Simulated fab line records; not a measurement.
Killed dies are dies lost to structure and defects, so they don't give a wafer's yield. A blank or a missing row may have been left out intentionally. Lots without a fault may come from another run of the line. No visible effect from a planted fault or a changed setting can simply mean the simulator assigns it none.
Chamber matching + flow sky130 + cmp-02 running SKY_VIA3_CMP_02: 4 sister chambers
The step polishes SiO2. 4 wafers are shown with their chamber, then 11 later ones without.

## EACH WAFER AND ITS CHAMBER
| wafer  | chamber | motor_current_A (A) |
|--------|---------|---------------------|
| L087.6 | 2       | 13.6                |
| L088.1 | 1       | 11.8                |
| L088.4 | 3       | 11.8                |
| L089.1 | 0       | 12.2                |

## WAFERS MISSING THEIR CHAMBER
| wafer  | motor_current_A (A) |
|--------|---------------------|
| L089.5 | 11.9                |
| L089.6 | 13.3                |
| L093.2 | 11.8                |
| L093.5 | 12.0                |
| L093.6 | 12.3                |
| L094.1 | 12.1                |
| L094.2 | 14.1                |
| L094.6 | 11.1                |
| L096.2 | 12.1                |
| L096.5 | 11.9                |
| L096.6 | 11.9                |

## WHICH CHAMBER EACH WENT THROUGH
| wafer  | from the rows above          | in truth |
|--------|------------------------------|----------|
| L089.5 | can't be placed: 1 or 3 or 0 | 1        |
| L089.6 | 2                            | 2        |
| L093.2 | can't be placed: 1 or 3 or 0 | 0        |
| L093.5 | can't be placed: 0 or 1 or 3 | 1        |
| L093.6 | can't be placed: 0 or 1 or 3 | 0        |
| L094.1 | can't be placed: 0 or 1 or 3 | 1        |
| L094.2 | 2                            | 2        |
| L094.6 | can't be placed: 1 or 3 or 0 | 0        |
| L096.2 | can't be placed: 0 or 1 or 3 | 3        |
| L096.5 | can't be placed: 1 or 3 or 0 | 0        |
| L096.6 | can't be placed: 1 or 3 or 0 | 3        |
Correct placement for 2 of the 11. These rows do not allow placing 9 (true chamber among the candidates in 9). Number placed wrongly: 0.
How it was worked out, from the rows above alone: a wafer's distance from a chamber is the root of the sum, over the readings, of the square of ((its reading less the chamber's mean) divided by the reading's scatter). The wafer belongs to the nearest chamber; if the next one is less than 2 further off, it can't be placed. A chamber's mean is the mean of its shown wafers. The scatter: with one shown wafer a chamber, the root of the mean of the squares of how far each hidden wafer lies from its nearest shown one.
